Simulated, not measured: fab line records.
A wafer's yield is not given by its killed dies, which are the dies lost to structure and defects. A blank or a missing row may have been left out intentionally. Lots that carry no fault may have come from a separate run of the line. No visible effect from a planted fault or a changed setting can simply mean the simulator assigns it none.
Chamber matching :: flow sky130 :: SKY_VIA2_CMP_24 on cmp-02: 4 sister chambers
The step polishes, stops on SiO2, t overpolish 20 s, target thk 0 nm. 4 wafers are shown with their chamber, then 8 later ones without.

== WAFERS, EACH WITH ITS CHAMBER ==
wafer: L704.4
chamber: 1
motor_current_A (A): 11.1

wafer: L707.2
chamber: 2
motor_current_A (A): 8.7

wafer: L707.6
chamber: 0
motor_current_A (A): 11.2

wafer: L708.1
chamber: 3
motor_current_A (A): 10.0

== WAFERS WHOSE CHAMBER IS MISSING ==
wafer: L708.3
motor_current_A (A): 8.6

wafer: L708.6
motor_current_A (A): 11.9

wafer: L710.2
motor_current_A (A): 11.3

wafer: L710.4
motor_current_A (A): 11.2

wafer: L710.5
motor_current_A (A): 8.8

wafer: L711.1
motor_current_A (A): 8.9

wafer: L711.3
motor_current_A (A): 10.9

wafer: L711.4
motor_current_A (A): 11.2

== CHAMBER TAKEN BY EACH ==
wafer: L708.3
from the rows above: 2
in truth: 2

wafer: L708.6
from the rows above: can't be placed: 0 or 1
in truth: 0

wafer: L710.2
from the rows above: can't be placed: 0 or 1
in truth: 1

wafer: L710.4
from the rows above: can't be placed: 0 or 1
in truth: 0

wafer: L710.5
from the rows above: 2
in truth: 2

wafer: L711.1
from the rows above: 2
in truth: 2

wafer: L711.3
from the rows above: can't be placed: 1 or 0
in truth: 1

wafer: L711.4
from the rows above: can't be placed: 0 or 1
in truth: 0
Correct placement for 3 of the 8. From these rows, 5 cannot be placed; in 5 the true chamber is one of the candidates. Number placed wrongly: 0.
How it was worked out, from the rows above alone: a wafer's distance from a chamber is the root of the sum, over the readings, of the square of ((its reading less the chamber's mean) divided by the reading's scatter). The wafer belongs to the nearest chamber; if the next one is less than 2 further off, it can't be placed. Each chamber's mean is taken over the wafers shown for it. The scatter: with one shown wafer a chamber, the root of the mean of the squares of how far each hidden wafer lies from its nearest shown one.
